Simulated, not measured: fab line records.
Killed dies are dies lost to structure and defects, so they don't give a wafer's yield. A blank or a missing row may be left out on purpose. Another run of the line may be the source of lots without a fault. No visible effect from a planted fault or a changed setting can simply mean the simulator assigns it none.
A lot that was struck, set against a sound lot ; flow sky130 ; 14 steps out of a route of 708
Sound: these wafers, L693.2, L693.5, L693.6. Wafers struck: L703.2, L703.3, L703.5. The cause is given at the end.
At each step with rows: each side's tool, then ch and its chambers, then its first start. Under that, the readings that differ: sound wafers ; struck wafers ; difference of the means ; sigmas: that difference in standard deviations of wafers without a fault.
alike: words and numbers the same on both sides, and readings whose means are apart by under 2 such deviations; not compared: readings that were withheld, readings missing a value for some wafer, numbers with overlapping values and no deviation given by the record, and bounds like >300 which may hide the same value.
The two part at a step that has a row with sigmas, a row that says differs or no value, or rows on one side only. Non-overlapping numbers with no deviation appear without sigmas and do not part them. A reading missing from all wafers of one side parts the sides only when that side holds two or more wafers.

first, 6 steps without rows for these wafers: SKY_LDD_N_IMPLANT_10; SKY_LDD_N_IMPLANT_11; SKY_LDD_N_IMPLANT_12; SKY_LDD_N_IMPLANT_13; SKY_LDD_N_IMPLANT_14; SKY_LDD_N_IMPLANT_15.
SKY_LDD_N_STRIP_16: strips in O2/N2.
  sound on plasmaAsher-03 ch 0,1, day 18 16:58; struck on plasmaAsher-04 ch 0,1, day 22 11:28
  alike: drypumpMotorCurrentA, oesProductAu, stripTimeToEndpointS
  not compared: rfHoursCounterH
SKY_LDD_N_TW_MEAS_17:
  sound: filmMetro-02 at day 18 17:04; struck: filmMetro-01 at day 22 11:35
reading;sound;struck;difference;sigmas
LDD_N_TW;2644 2642 2637;2588 2592 2586;-52;-2
then, 4 steps without rows for these wafers: SKY_LDD_P_DEHYDRATE_00 (time 60 s); SKY_LDD_P_HMDS_01 (prime time 60 s); SKY_LDD_P_COAT_02 (resist thk 1140 nm); SKY_LDD_P_SOFTBAKE_03 (time 60 s).
SKY_LDD_P_EXPOSE_04: exposes mask PSDM, target cd 380 nm.
  sound on ilineStepper-02 ch 0, day 19 08:22; struck on ilineStepper-02, day 23 02:38
  no value came back on the struck wafers for exposureDoseMJCm2, focusOffsetNm (nm), stageVelMmS (mm/s); on the sound wafers exposureDoseMJCm2 reads 137.24 137.31 137.21
  alike: mask
next, for these wafers, 1 step has no rows: SKY_LDD_P_PEB_05.

## WHERE THEY PART
First at SKY_LDD_N_TW_MEAS_17; last, within this record, at SKY_LDD_P_EXPOSE_04.

WHY: whatever the simulator had introduced
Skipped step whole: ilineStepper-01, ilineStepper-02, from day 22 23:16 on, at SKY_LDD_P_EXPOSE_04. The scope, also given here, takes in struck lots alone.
